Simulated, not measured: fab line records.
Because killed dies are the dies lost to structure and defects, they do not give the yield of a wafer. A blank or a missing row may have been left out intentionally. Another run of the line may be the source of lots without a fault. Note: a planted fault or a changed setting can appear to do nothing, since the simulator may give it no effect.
A struck lot beside a sound one -- flow sky130 -- 23 out of 708 route steps
Sound: wafers L713.1, L713.3, L713.4. Wafers struck: L724.1, L724.2, L724.6. The cause is given at the end.
Each step with rows lists, per side, the tool, then ch with its chambers, then its first start. Under that, the readings that differ: sound wafers -- struck wafers -- difference of the means -- sigmas: that difference in standard deviations of wafers without a fault.
alike: words and numbers the same on both sides, and readings whose means are apart by under 2 such deviations; not compared: readings that were withheld, readings missing a value for some wafer, numbers with overlapping values and no deviation given by the record, and bounds like >300 which may hide the same value.
Wherever a step has rows on one side only, a row that says differs or no value, or a row with sigmas, the two part there. When numbers do not overlap yet have no deviation, they are printed without sigmas and do not part them. A reading missing from all wafers of one side parts the sides only when that side holds two or more wafers.

first, 5 steps without rows for these wafers: SKY_PWDE_COAT_02 (resist thk 3000 nm); SKY_PWDE_SOFTBAKE_03; SKY_PWDE_EXPOSE_04 (exposes mask PWDEM, target cd 840 nm); SKY_PWDE_PEB_05; SKY_PWDE_DEVELOP_06 (develop time 60 s).
SKY_PWDE_OVL_MEAS_07:
  sound: overlay-01 at day 4 03:29; struck: overlay-02 at day 6 15:53
  alike: PWDE_OVL
after that, 1 step had no rows for these wafers: SKY_PWDE_IMPLANT_08.
SKY_PWDE_STRIP_09: strips in O2/N2.
  sound on plasma_asher-02 ch 0,1, day 4 03:41; struck on plasma_asher-03 ch 0,1, day 6 16:04
reading,sound,struck,difference,sigmas
strip_time_to_endpoint_s (s),37.03 37.08 37.16,36.85 36.85 36.94,-0.21,-2
  alike: drypump_motor_current_A, oes_product_au
  not compared: rf_hours_counter_h
SKY_PWDE_TW_MEAS_10:
  sound: film_metro-01 at day 4 03:47; struck: film_metro-02 at day 6 16:10
  alike: PWDE_TW
then, 3 steps without rows for these wafers: SKY_NWELL_DEHYDRATE_03 (time 60 s); SKY_NWELL_HMDS_04 (prime time 60 s); SKY_NWELL_COAT_05 (resist thk 3000 nm).
SKY_NWELL_SOFTBAKE_06:
  sound on litho_track-04 ch 0, day 4 12:20; struck on litho_track-03 ch 0, day 7 01:35
reading,sound,struck,difference,sigmas
heater_power_total_W (W),65.30 65.11 65.40,68.04 67.91 68.14,+2.76,+20
plate_temp_C (C),110.04 109.90 109.78,113.40 113.60 113.38,+3.55,+27
model.coat_of_NWELL_COAT_05.thk_nm (nm),3029 3029 3026,3006 3002 3001,-25,
then, 2 steps without rows for these wafers: SKY_NWELL_EXPOSE_07 (exposes mask NWM, target cd 840 nm); SKY_NWELL_PEB_08.
SKY_NWELL_DEVELOP_09: develop time 60 s.
  sound on litho_track-01 ch 0; struck on litho_track-04 ch 0
reading,sound,struck,difference,sigmas
model.coat_of_NWELL_COAT_05.thk_nm (nm),3024 3024 3022,3002 2997 2996,-25,
SKY_NWELL_OVL_MEAS_10:
  sound: overlay-02 at day 4 20:29; struck: overlay-01 at day 7 10:47
  alike: NWELL_00_OVL
then, 3 steps without rows for these wafers: SKY_NWELL_IMPLANT_11; SKY_NWELL_IMPLANT_12; SKY_NWELL_IMPLANT_13.
SKY_NWELL_STRIP_14: strips in O2/N2.
  sound on plasma_asher-01 ch 0,1, day 4 20:58; struck on plasma_asher-04 ch 0,1, day 7 11:17
reading,sound,struck,difference,sigmas
oes_product_au (a.u.),0.717 0.717 0.717,0.722 0.727 0.730,+0.009,+2
strip_time_to_endpoint_s (s),37.23 37.25 37.23,37.00 36.94 36.92,-0.28,-3
  alike: drypump_motor_current_A
  not compared: rf_hours_counter_h
SKY_NWELL_TW_MEAS_15:
  sound: film_metro-01 at day 4 21:04; struck: film_metro-01 at day 7 11:23
  alike: NWELL_TW
after that, 1 step had no rows for these wafers: SKY_PAD_OPEN_PROBE_99.

WHERE THEY PART
Earliest at SKY_PWDE_STRIP_09; latest, in this record, at SKY_NWELL_STRIP_14. Later steps at which nothing parts them and some readings are alike: SKY_NWELL_TW_MEAS_15.

WHY: what the simulator had put in
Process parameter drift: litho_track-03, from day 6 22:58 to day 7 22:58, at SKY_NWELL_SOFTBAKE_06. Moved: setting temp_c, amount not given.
